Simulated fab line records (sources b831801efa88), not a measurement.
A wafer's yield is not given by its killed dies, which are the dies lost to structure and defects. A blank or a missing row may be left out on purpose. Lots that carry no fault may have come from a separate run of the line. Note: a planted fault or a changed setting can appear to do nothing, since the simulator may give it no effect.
The tool behind it: which one?	flow gf180mcu	42 wafers from 14 lots sampled at 3 of the route's 602 steps

## WHAT THE GAUGES READ, wafer by wafer
GF_V3_OVL_MEAS_15. Usual: V3_OVL -1 nm, standard deviation 6.
lot	measured	on	V3_OVL (nm)	flag
L438	day 22 08:37	overlay-01	13 7 18	
L439	day 22 19:03	overlay-02	-7 -6 -4	
L440	day 23 03:40	overlay-01	-5 -2 -8	
L441	day 23 12:27	overlay-01	1 -4 -9	
L442	day 24 08:23	overlay-02	1 5 -3	
L443	day 24 19:49	overlay-02	-12 -6 -10	
L444	day 24 21:35	overlay-02	9 6 6	
L453	day 27 11:09	overlay-01	-1 -7 -1	
L454	day 27 18:42	overlay-01	4 4 9	
L455	day 28 03:43	overlay-02	-1 -1 3	
L456	day 28 08:40	overlay-02	-1 7 1	
L457	day 28 17:09	overlay-02	-1 4 -2	
L459	day 29 04:51	overlay-01	-14 -7 -9	
L460	day 29 10:37	overlay-01	9 6 2	

GF_M4_OVL_MEAS_15. Usual: M4_OVL -1 nm, standard deviation 4.5.
lot	measured	on	M4_OVL (nm)	flag
L438	day 23 08:16	overlay-02	0 3 5	
L439	day 23 19:19	overlay-01	-6 -7 -4	
L440	day 24 04:13	overlay-02	1 1 -1	
L441	day 24 12:26	overlay-01	2 -1 4	
L442	day 25 07:29	overlay-01	-1 -4 3	
L443	day 25 19:08	overlay-02	1 -4 4	
L444	day 25 20:10	overlay-01	1 1 -2	
L453	day 28 08:50	overlay-02	5 -1 -1	
L454	day 28 15:41	overlay-02	-3 0 0	
L455	day 29 00:51	overlay-02	0 0 3	
L456	day 29 05:31	overlay-02	6 -5 6	
L457	day 29 14:05	overlay-02	5 5 4	
L459	day 30 01:18	overlay-02	0 2 -6	
L460	day 30 06:59	overlay-01	-1 -3 -1	

## TOOL THAT RAN EACH LOT (tool first, then ch and the chambers of the sampled wafers, then the start)
lot	GF_V3_CMP_26
L438	cmp-02 ch 1,2, day 22 09:43
L439	cmp-02 ch 0,3, day 22 20:08
L440	cmp-01 ch 0,2,3, day 23 04:52
L441	cmp-02 ch 0,1, day 23 13:32
L442	cmp-01 ch 0,1,2, day 24 09:32
L443	cmp-01 ch 0,1,3, day 24 20:58
L444	cmp-01 ch 0,2, day 24 22:41
L453	cmp-02 ch 0,1,2, day 27 12:14
L454	cmp-02 ch 1,2, day 27 19:47
L455	cmp-02 ch 0,1,3, day 28 04:47
L456	cmp-01 ch 0,3, day 28 09:45
L457	cmp-01 ch 0,1,2, day 28 18:15
L459	cmp-02 ch 0,1,3, day 29 06:05
L460	cmp-01 ch 0,1,3, day 29 11:50
- GF_V3_CMP_26: polishes, stops on SiO2, t overpolish 15 s, target thk 0 nm.

## AS READ BY THE TOOLS THEMSELVES (means over the sampled wafers that have a number; for cases with no such wafer, the mark the record gives instead)
GF_V3_CMP_26. Usual: motor current A 11.3 A, standard deviation 0.9; overpolish run s 15.000 s, standard deviation 0.009; time to endpoint s 85.0 s, standard deviation 2.8.
lot	tool	motor current A (A)	overpolish run s (s)	time to endpoint s (s)	flag
L438	cmp-02	11.6	14.999	83.7	
L439	cmp-02	10.3	15.006	80.3	
L440	cmp-01	11.7	15.000	85.9	
L441	cmp-02	11.4	14.997	85.0	
L442	cmp-01	11.1	15.001	86.4	
L443	cmp-01	11.6	14.997	83.9	
L444	cmp-01	10.6	14.999	84.9	
L453	cmp-02	11.2	15.006	85.4	
L454	cmp-02	12.0	14.996	84.4	
L455	cmp-02	11.0	15.005	85.8	
L456	cmp-01	10.8	14.996	86.8	
L457	cmp-01	11.0	15.002	86.0	
L459	cmp-02	10.8	15.005	84.2	
L460	cmp-01	11.7	15.003	83.6	

## THE ANSWER, worked out from the rows above alone
Rule: a lot counts as off when the mean over its wafers that have a number is more than 3 standard deviations away from the usual mean. A lot without any number at a reading at which 4 lots or more have one is off too. Any other lot the step has rows for is counted as sound. Order of review: gauges by route order, followed by the tools' own readings, for which a lot's mean as printed above is used. The first step at which some lot is off is used, and at that step the reading that is off furthest; a lot without a number counts as furthest.
No lot is off on any of the readings shown, so nothing can be concluded from this.

## WHAT HAD BEEN PUT IN BY THE SIMULATOR
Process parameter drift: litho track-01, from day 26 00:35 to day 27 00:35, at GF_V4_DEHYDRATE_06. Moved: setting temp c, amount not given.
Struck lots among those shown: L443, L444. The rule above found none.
